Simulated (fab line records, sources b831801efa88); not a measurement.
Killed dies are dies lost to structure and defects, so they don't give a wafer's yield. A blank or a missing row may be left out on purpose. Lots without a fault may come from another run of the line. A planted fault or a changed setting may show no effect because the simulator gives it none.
A struck lot beside a sound one | flow sky130 | 21 steps out of a route of 708
Sound: wafers L579.1, L579.2, L579.6. Struck: wafers L580.1, L580.2, L580.4. The cause comes at the end.
At each step with rows: each side's tool, then ch and its chambers, then its first start. Under that, the readings that differ: sound wafers | struck wafers | difference of the means | sigmas: that difference in standard deviations of wafers without a fault.
alike: readings whose means differ by less than 2 such deviations, and words and numbers that are the same on both sides. not compared: withheld readings, readings that some wafer has no value for, bounds like >300 that may hide the same value, and numbers for which the record gives no deviation and whose values overlap.
The two part at a step that has a row with sigmas, a row that says differs or no value, or rows on one side only. Numbers that don't overlap but have no deviation are shown without sigmas and don't part them. A reading that every wafer of one side lacks parts them only if that side has two wafers or more.

first, 2 steps without rows for these wafers: SKY_NWELL_PEB_08; SKY_NWELL_DEVELOP_09 (develop time 60 s).
SKY_NWELL_OVL_MEAS_10:
  sound on overlay-01, day 5 06:58; struck on overlay-02, day 5 11:17
  alike: NWELL_00_OVL
then, 3 steps without rows for these wafers: SKY_NWELL_IMPLANT_11; SKY_NWELL_IMPLANT_12; SKY_NWELL_IMPLANT_13.
SKY_NWELL_STRIP_14: strips in O2/N2.
  sound on plasma_asher-01 ch 0,1, day 5 07:27; struck on plasma_asher-03 ch 0,1, day 5 11:46
  alike: drypump_motor_current_A, oes_product_au, strip_time_to_endpoint_s
  not compared: rf_hours_counter_h
SKY_NWELL_TW_MEAS_15:
  sound on film_metro-04, day 5 07:33; struck on film_metro-03, day 5 11:52
  alike: NWELL_TW
then, 4 steps without rows for these wafers: SKY_NWELL_DEHYDRATE_16 (time 60 s); SKY_NWELL_HMDS_17 (prime time 60 s); SKY_NWELL_COAT_18 (resist thk 3000 nm); SKY_NWELL_SOFTBAKE_19.
SKY_NWELL_EXPOSE_20: exposes mask NWM COMPLEMENT, target cd 840 nm.
  sound on iline_stepper-01 ch 0, day 5 16:41; struck on iline_stepper-02 ch 0, day 5 21:10
  reading | sound                                              | struck                  | difference | sigmas
  mask    | NWM_COMPLEMENT#0 NWM_COMPLEMENT#0 NWM_COMPLEMENT#0 | PWDEM#0 PWDEM#0 PWDEM#0 | differs    |
then, 2 steps without rows for these wafers: SKY_NWELL_PEB_21; SKY_NWELL_DEVELOP_22 (develop time 60 s).
SKY_NWELL_OVL_MEAS_23:
  sound on overlay-01, day 6 01:34; struck on overlay-02, day 6 05:41
  reading           | sound        | struck | difference                    | sigmas
  NWELL_01_OVL (nm) | -1.3 0.4 1.1 | - - -  | no value on the struck wafers |
then, 1 step without rows for these wafers: SKY_NWELL_IMPLANT_24.
SKY_NWELL_STRIP_25: strips in O2/N2.
  sound on plasma_asher-01 ch 0,1, day 6 01:45; struck on plasma_asher-03 ch 0,1, day 6 05:52
  alike: drypump_motor_current_A, oes_product_au, strip_time_to_endpoint_s
  not compared: rf_hours_counter_h
SKY_NWELL_TW_MEAS_26:
  sound on film_metro-04, day 6 01:51; struck on film_metro-04, day 6 05:58
  reading    | sound             | struck         | difference | sigmas
  NWELL_2_TW | 497.4 494.5 495.8 | 29.9 30.1 29.9 | -465.9     | -99 or more
then, 1 step without rows for these wafers: SKY_NWELL_CLEAN_27 (cleans in SC1/SC2, time 150 s).
-- the record jumps here: 41 days lie between the struck wafers' starts before and after (it left off in module NWELL and takes up again in module PAD_OPEN, whose first step shown is number 708 of the route) --
SKY_PAD_OPEN_PROBE_99:
  sound on prober-02, day 46 16:21; struck on prober-01, day 46 23:18
  reading             | sound    | struck      | difference | sigmas
  killed_at_front_end | 7 10 12  | 434 428 420 | +418       | +87
  killed_dies         | 82 86 91 | 492 492 492 | +406       | +37
  killed_on_rim       | 14 13 14 | 96 96 96    | +82        | +20
  alike: killed_at_M0_to_M3, killed_at_M4_up, killed_at_contacts, killed_at_other, killed_open, killed_short

WHERE THEY PART
First at SKY_NWELL_EXPOSE_20; last, within this record, at SKY_PAD_OPEN_PROBE_99.

WHY: what the simulator had put in
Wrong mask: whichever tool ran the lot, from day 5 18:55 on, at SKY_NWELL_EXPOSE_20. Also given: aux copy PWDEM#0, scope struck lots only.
